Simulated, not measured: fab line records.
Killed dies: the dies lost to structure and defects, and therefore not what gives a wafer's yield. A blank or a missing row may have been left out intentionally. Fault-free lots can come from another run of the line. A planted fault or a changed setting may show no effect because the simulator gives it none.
Chamber matching	flow sky130	4 sister chambers for SKY_PAD_OPEN_ETCH_07 on rie_diel-02
The step etches the open film in CF4/O2, stops on AlCu, target depth 725 nm, time 161.1 s. 4 wafers are shown with their chamber, then 7 later ones without.

EACH WAFER AND ITS CHAMBER
wafer	chamber	drypump_motor_current_A (A)
L809.5	1	5.9
L813.4	0	6.5
L816.1	3	5.7
L816.2	2	5.0

WAFERS WITHOUT THEIR CHAMBER
wafer	drypump_motor_current_A (A)
L816.5	5.0
L819.1	5.9
L819.3	6.6
L819.6	6.6
L820.4	5.7
L820.5	5.9
L820.6	5.0

WHICH CHAMBER EACH ONE RAN IN
wafer	from the rows above	in truth
L816.5	2	2
L819.1	1	1
L819.3	0	0
L819.6	0	0
L820.4	3	3
L820.5	1	1
L820.6	2	2
Placed correctly: 7 of 7. From these rows, 0 cannot be placed. Number placed wrongly: 0.
How it was worked out, from the rows above alone: a wafer's distance from a chamber is the root of the sum, over the readings, of the square of ((its reading less the chamber's mean) divided by the reading's scatter). If the next closest chamber is less than 2 further off than the closest, the wafer can't be placed; otherwise it belongs to the closest. Each chamber's mean is taken over the wafers shown for it. The scatter: root of mean squared gap, hidden wafer to nearest shown wafer, with one shown wafer a chamber.
